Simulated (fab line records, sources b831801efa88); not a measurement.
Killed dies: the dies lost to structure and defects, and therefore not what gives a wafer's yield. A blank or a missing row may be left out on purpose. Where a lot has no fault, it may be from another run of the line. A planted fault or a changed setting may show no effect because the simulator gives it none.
8D (eight disciplines) problem report, filled in by code    flow sky130    the parts of the form that need people (team, actions taken, sign-off) are left out

1. WHAT WENT WRONG
Mean of oesProductAu at SKY_METAL1_ETCH_18: 0.876 a.u. over 2 wafers from 1 lot, against 0.854 a.u. (standard deviation 0.0049) on wafers with no fault. That is +4.5 standard deviations from the usual mean.
The step: etches BARC in N2/H2, stops on SiO2, time 45.9 s, target depth 60 nm.
First seen on wafer L475.2, day 39 16:59, on rieMetal-02. Wafers with a number at this step in the record: 33, from 11 lots. Rule for "out", or "out of limits": more than 4 standard deviations from the usual mean. The other wafers with a number count as sound.

2. WHAT IT IS, AND WHAT IT ISN'T
question                     is                 is not
which readings at this step  oesProductAu       drypumpMotorCurrentA, throttleValvePct
which lots                   L475               L454, L455, L456, L457, L459, L460, L463, L464, L465, L472
which wafers of those lots   L475.2, L475.4     L475.1
read on which tools          rieMetal-02        rieMetal-01, rieMetal-04
when                         from day 39 16:59  up to then (31 sound wafers)

3. SUSPECTS, AND WHAT RULES EACH OUT
Counting: any tool at a process step up to the reading remains a suspect provided it ran every lot that is out. Sound lots after the first of them don't rule it out here, since some wafers of a struck lot are sound.
- pvdSputter-01 at SKY_METAL1_SPUTTER_02 (material AlCu, target thk 250 nm, time 13.3 s): kept. It processed L475, the lot that is out, at day 38 16:52, and its most recent sound lot before then was L464 at day 35 12:58.
- lithoTrack-02 at SKY_METAL1_COAT_09 (resist thk 60 nm): kept. It processed L475, the lot that is out, at day 39 04:47, and its most recent sound lot before then was L472 at day 38 05:17.
- rieMetal-02 at SKY_METAL1_ETCH_18 (etches BARC in N2/H2, stops on SiO2, time 45.9 s, target depth 60 nm): kept. It processed L475, the lot that is out, at day 39 16:59, and its most recent sound lot before then was L472 at day 38 18:56. Its own oesProductAu readings are out on those wafers.
Still standing after the count: pvdSputter-01 at SKY_METAL1_SPUTTER_02, lithoTrack-02 at SKY_METAL1_COAT_09, rieMetal-02 at SKY_METAL1_ETCH_18.

4. THE CAUSE (what the simulator had put in)
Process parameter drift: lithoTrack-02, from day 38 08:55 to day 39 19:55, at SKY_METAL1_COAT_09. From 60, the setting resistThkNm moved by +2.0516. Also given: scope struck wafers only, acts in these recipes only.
Of the 3 suspects that counting leaves, this tool is one.

5. THE CHAIN OF EFFECTS, in route order
Rows list readings where the struck wafers' mean (over those with a number) sits beyond 3 standard deviations from the usual. Only readings whose record carries a usual standard deviation are examined. hours: median over the lots of the time between each lot's start at the first step of this table that gives one and its start at this step. sigmas: the change, counted in usual standard deviations.
hours  step                reading       usual       on struck wafers  change  sigmas
0      SKY_METAL1_ETCH_18  oesProductAu  0.854 a.u.  0.876             +0.022  +4.5
Its process steps:
- SKY_METAL1_ETCH_18: etches BARC in N2/H2, stops on SiO2, time 45.9 s, target depth 60 nm.

6. WHAT WOULD HAVE CAUGHT IT SOONER
32 hours passed between the start of the fault at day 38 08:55 and the first reading out of limits in this record, taken at day 39 16:59.
No tool reading at SKY_METAL1_COAT_09 that has a usual standard deviation in the record was out on any struck wafer, so an alarm limit of 4 standard deviations on those readings would not have fired.
By day 39 16:59 the whole set of lots that are out, 1 in number, had already begun SKY_METAL1_COAT_09 on lithoTrack-02. A hold on the tool at that time would have spared none of them.
